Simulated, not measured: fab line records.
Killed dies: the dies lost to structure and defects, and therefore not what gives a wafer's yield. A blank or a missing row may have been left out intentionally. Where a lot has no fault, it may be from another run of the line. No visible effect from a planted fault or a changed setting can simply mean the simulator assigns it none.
The tool behind it: which one? | flow gf180mcu | 36 wafers from 12 lots sampled at 5 of the route's 602 steps

== WHAT EACH GAUGE READ, for each wafer ==
GF_DUAL_GATE_THK_MEAS_03.
lot  | measured     | on            | DUAL_GATE_OXIDATION_00_THK (nm)
L847 | day 8 18:16  | film_metro-02 | 10.84 10.85 10.88
L849 | day 9 01:14  | film_metro-04 | 11.23 11.09 11.31
L851 | day 9 05:58  | film_metro-02 | 10.85 10.96 10.80
L852 | day 9 17:38  | film_metro-02 | 10.88 10.82 10.60
L853 | day 9 23:36  | film_metro-04 | 10.77 10.64 10.91
L854 | day 10 10:32 | film_metro-02 | 10.79 10.60 10.46
L855 | day 10 17:00 | film_metro-02 | 9.71 9.58 9.64 9.68 9.59 9.71
L856 | day 10 22:58 | film_metro-04 | 9.59 9.47 9.73 9.65 9.55 9.76
L864 | day 13 04:59 | film_metro-04 | 10.60 10.76 10.68
L865 | day 13 12:11 | film_metro-04 | 10.99 10.85 10.66
L866 | day 13 19:47 | film_metro-02 | 10.90 11.06 11.07
L868 | day 14 06:34 | film_metro-04 | 10.96 11.15 10.95

GF_HV_LDD_CD_MEAS_07: target cd 400 nm.
lot  | measured     | on        | cd_nm (nm)
L847 | day 11 05:54 | cd_sem-02 | 398.6 399.0 400.5
L849 | day 11 14:40 | cd_sem-01 | 401.8 401.2 400.1
L851 | day 11 19:29 | cd_sem-01 | 400.7 403.0 399.4
L852 | day 12 08:02 | cd_sem-01 | 399.5 399.2 401.1
L853 | day 12 13:02 | cd_sem-01 | 397.8 395.1 395.6
L854 | day 12 23:32 | cd_sem-01 | 399.2 397.8 400.1
L855 | day 13 12:04 | cd_sem-01 | 403.8 402.1 403.2
L856 | day 13 15:20 | cd_sem-01 | 401.6 400.4 400.2
L864 | day 16 01:07 | cd_sem-02 | 397.2 397.5 397.3
L865 | day 16 10:10 | cd_sem-01 | 398.4 397.6 395.5
L866 | day 16 16:03 | cd_sem-01 | 399.2 399.6 396.9
L868 | day 17 06:09 | cd_sem-01 | 401.1 401.9 400.5

GF_HV_LDD_TW_MEAS_23.
lot  | measured     | on            | HV_LDD_2_TW
L847 | day 12 01:33 | film_metro-04 | 1077 1086 1079
L849 | day 12 10:42 | film_metro-04 | 1075 1080 1073
L851 | day 12 15:36 | film_metro-04 | 1078 1072 1074
L852 | day 13 03:52 | film_metro-04 | 1067 1071 1069
L853 | day 13 09:26 | film_metro-03 | 1082 1081 1084
L854 | day 13 20:14 | film_metro-01 | 1058 1059 1059
L855 | day 14 09:07 | film_metro-01 | 1057 1059 1061
L856 | day 14 12:38 | film_metro-03 | 1065 1067 1066
L864 | day 16 23:29 | film_metro-03 | 1073 1075 1069
L865 | day 17 08:07 | film_metro-01 | 1059 1056 1056
L866 | day 17 14:42 | film_metro-04 | 1079 1077 1078
L868 | day 18 05:32 | film_metro-03 | 1067 1066 1062

== TOOL THAT RAN EACH LOT (tool first, then ch and the chambers of the sampled wafers, then the start) ==
lot  | GF_DUAL_GATE_OXIDATION_02     | GF_HV_LDD_STRIP_10
L847 | furnace-02 ch 0, day 8 16:49  | plasma_asher-03 ch 0,1, day 11 06:11
L849 | furnace-01 ch 0, day 8 23:48  | plasma_asher-03 ch 1, day 11 14:58
L851 | furnace-01 ch 0, day 9 04:31  | plasma_asher-02 ch 0,1, day 11 19:47
L852 | furnace-02 ch 0, day 9 16:10  | plasma_asher-04 ch 0,1, day 12 08:20
L853 | furnace-02 ch 0, day 9 22:09  | plasma_asher-04 ch 0,1, day 12 13:20
L854 | furnace-01 ch 0, day 10 09:06 | plasma_asher-04 ch 0,1, day 12 23:50
L855 | furnace-02 ch 0, day 10 15:33 | plasma_asher-02 ch 0,1, day 13 12:22
L856 | furnace-02 ch 0, day 10 21:32 | plasma_asher-04 ch 0,1, day 13 15:39
L864 | furnace-02 ch 0, day 13 03:31 | plasma_asher-02 ch 0,1, day 16 01:23
L865 | furnace-02 ch 0, day 13 10:44 | plasma_asher-02 ch 0,1, day 16 10:27
L866 | furnace-02 ch 0, day 13 18:20 | plasma_asher-03 ch 0,1, day 16 16:22
L868 | furnace-01 ch 0, day 14 05:07 | plasma_asher-04 ch 0,1, day 17 06:28
- GF_DUAL_GATE_OXIDATION_02: stabilise 600 s, purge 300 s, target thk 10.887 nm.
- GF_HV_LDD_STRIP_10: strips in O2/N2.

== AS READ BY THE TOOLS THEMSELVES (means over the sampled wafers that have a number; for cases with no such wafer, the mark the record gives instead) ==
GF_DUAL_GATE_OXIDATION_02.
lot  | tool       | spike_tc_bottom_C (C) | spike_tc_centre_C (C) | spike_tc_lower_C (C) | spike_tc_top_C (C) | spike_tc_upper_C (C) | tube_center_temp_C (C) | tube_center_temp_C_max | zone_power_top_pct (%)
L847 | furnace-02 | 920.6                 | 901.4                 | 900.2                | 909                | 899.4                | 900                    | 902.2                  | 29.7
L849 | furnace-01 | 920.2                 | 901.4                 | 900.2                | 916                | 898.2                | 900                    | 902.4                  | 34.8
L851 | furnace-01 | 919.7                 | 900.4                 | 900.9                | 917                | 899.3                | 900                    | 902.5                  | 34.7
L852 | furnace-02 | 919.8                 | 902.7                 | 900.3                | 909                | 899.2                | 900                    | 902.3                  | 29.5
L853 | furnace-02 | 919.0                 | 902.2                 | 900.1                | 910                | 899.1                | 900                    | 902.3                  | 29.6
L854 | furnace-01 | 920.9                 | 900.4                 | 900.5                | 917                | 899.4                | 900                    | 902.5                  | 35.0
L855 | furnace-02 | 908.4                 | 889.0                 | 888.9                | 896                | 887.7                | 888                    | 890.6                  | 29.0
L856 | furnace-02 | 907.1                 | 890.4                 | 888.9                | 898                | 886.5                | 888                    | 890.4                  | 29.2
L864 | furnace-02 | 920.6                 | 901.6                 | 900.4                | 910                | 898.7                | 900                    | 902.3                  | 29.5
L865 | furnace-02 | 920.3                 | 902.1                 | 900.9                | 910                | 898.9                | 900                    | 902.0                  | 29.7
L866 | furnace-02 | 920.3                 | 902.2                 | 900.8                | 910                | 900.0                | 900                    | 902.3                  | 29.4
L868 | furnace-01 | 919.8                 | 899.8                 | 900.0                | 917                | 899.3                | 900                    | 901.9                  | 35.4

GF_HV_LDD_STRIP_10.
lot  | tool            | drypump_motor_current_A (A) | heater_power_w (W) | oes_product_au (a.u.) | platen_temp_c (C) | strip_time_to_endpoint_s (s)
L847 | plasma_asher-03 | 5.5                         | 332                | 0.715                 | 250.13            | 12.61
L849 | plasma_asher-03 | 5.5                         | 353                | 0.716                 | 249.99            | 12.68
L851 | plasma_asher-02 | 5.4                         | 365                | 0.715                 | 249.92            | 12.59
L852 | plasma_asher-04 | 5.9                         | 318                | 0.716                 | 250.00            | 12.62
L853 | plasma_asher-04 | 6.2                         | 355                | 0.715                 | 250.05            | 12.66
L854 | plasma_asher-04 | 6.2                         | 354                | 0.717                 | 250.08            | 12.59
L855 | plasma_asher-02 | 5.4                         | 365                | 0.714                 | 249.90            | 12.70
L856 | plasma_asher-04 | 6.2                         | 358                | 0.717                 | 250.13            | 12.65
L864 | plasma_asher-02 | 5.4                         | 364                | 0.719                 | 250.13            | 12.64
L865 | plasma_asher-02 | 5.5                         | 333                | 0.717                 | 249.90            | 12.69
L866 | plasma_asher-03 | 5.5                         | 330                | 0.717                 | 249.90            | 12.63
L868 | plasma_asher-04 | 6.3                         | 355                | 0.717                 | 249.77            | 12.68

== THE ANSWER, worked out from the rows above alone ==
Rule: what is usual is taken from the lots themselves. The widest of any qualifying gaps counts: lots, ordered by their means at a reading, are off when they make up no more than a third of the lots, leave a main group of 4 or more, and stand apart from it by 3 or more times the standard deviation of that group's means. Not used: any main group whose means are identical at the precision the tables above print for the reading. A lot without any number at a reading at which 4 lots or more have one is off too. Where the step has rows for the other lots, those lots are counted as sound. Order of review: gauges by route order, followed by the tools' own readings, for which a lot's mean as printed above is used. The first step at which some lot is off is used, and at that step the reading that is off furthest; a lot without a number counts as furthest.
Off: L855, L856, at GF_DUAL_GATE_THK_MEAS_03 (DUAL_GATE_OXIDATION_00_THK). Mean 10.86 nm and standard deviation 0.17 in the main group.
A tool fits if, at a process step before that reading, it ran every lot that is off, and no sound lot after the first of them. The gauges at GF_DUAL_GATE_THK_MEAS_03 aren't tried: what is off there is off at GF_DUAL_GATE_OXIDATION_02 too, on other tools, and a gauge's error can't cause that. Not one of the candidates tried fits.

== WHAT THE SIMULATOR HAD PUT IN ==
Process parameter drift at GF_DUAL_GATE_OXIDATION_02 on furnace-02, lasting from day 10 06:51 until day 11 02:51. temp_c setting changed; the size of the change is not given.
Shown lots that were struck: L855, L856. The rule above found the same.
